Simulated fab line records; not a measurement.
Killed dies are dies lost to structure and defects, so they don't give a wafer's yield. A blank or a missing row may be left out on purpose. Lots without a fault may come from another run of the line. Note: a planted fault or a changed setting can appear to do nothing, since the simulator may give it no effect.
Chamber matching :: flow sky130 :: 4 sister chambers for SKY_VIA1_ETCH_15 on rie diel-03
The step etches SiO2 in C4F8/O2/Ar, stops on TiN, target depth 351 nm, time 54 s. 8 wafers are shown with their chamber, then 8 later ones without.

WAFERS PAIRED WITH THEIR CHAMBERS
wafer: L301.3
chamber: 2
rf fwd power W (W): 1490
oes product au (a.u.): 0.983

wafer: L309.5
chamber: 0
rf fwd power W (W): 1493
oes product au (a.u.): 0.977

wafer: L315.2
chamber: 0
rf fwd power W (W): 1488
oes product au (a.u.): 0.981

wafer: L315.4
chamber: 3
rf fwd power W (W): 1485
oes product au (a.u.): 0.982

wafer: L316.1
chamber: 3
rf fwd power W (W): 1495
oes product au (a.u.): 0.977

wafer: L316.5
chamber: 1
rf fwd power W (W): 1502
oes product au (a.u.): 0.983

wafer: L316.6
chamber: 2
rf fwd power W (W): 1486
oes product au (a.u.): 0.978

wafer: L319.1
chamber: 1
rf fwd power W (W): 1488
oes product au (a.u.): 0.984

WAFERS MISSING THEIR CHAMBER
wafer: L319.3
rf fwd power W (W): 1489
oes product au (a.u.): 0.976

wafer: L319.6
rf fwd power W (W): 1490
oes product au (a.u.): 0.983

wafer: L320.2
rf fwd power W (W): 1492
oes product au (a.u.): 0.972

wafer: L320.3
rf fwd power W (W): 1488
oes product au (a.u.): 0.980

wafer: L320.6
rf fwd power W (W): 1493
oes product au (a.u.): 0.987

wafer: L321.1
rf fwd power W (W): 1489
oes product au (a.u.): 0.973

wafer: L321.2
rf fwd power W (W): 1492
oes product au (a.u.): 0.978

wafer: L321.4
rf fwd power W (W): 1496
oes product au (a.u.): 0.980

WHICH CHAMBER EACH WENT THROUGH
wafer: L319.3
from the rows above: can't be placed: 0 or 3 or 2 or 1
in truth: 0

wafer: L319.6
from the rows above: can't be placed: 1 or 2 or 3 or 0
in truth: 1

wafer: L320.2
from the rows above: can't be placed: 0 or 3 or 2 or 1
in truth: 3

wafer: L320.3
from the rows above: can't be placed: 2 or 3 or 0 or 1
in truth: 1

wafer: L320.6
from the rows above: can't be placed: 1 or 2 or 3 or 0
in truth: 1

wafer: L321.1
from the rows above: can't be placed: 0 or 3 or 2 or 1
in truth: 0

wafer: L321.2
from the rows above: can't be placed: 0 or 3 or 2 or 1
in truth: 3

wafer: L321.4
from the rows above: can't be placed: 0 or 3 or 1 or 2
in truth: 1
0 of 8 placed correctly. Unplaceable from these rows: 8, with the true chamber sitting among the candidates in 8. 0 placed wrongly.
How it was worked out, from the rows above alone: a wafer's distance from a chamber is the root of the sum, over the readings, of the square of ((its reading less the chamber's mean) divided by the reading's scatter). The wafer belongs to the nearest chamber; if the next one is less than 2 further off, it can't be placed. The mean given for a chamber averages the wafers shown for that chamber. How the scatter is found: for the shown wafers, subtract from each reading the mean of its chamber, square and add these, divide the total by (wafers less chambers), then take the root.
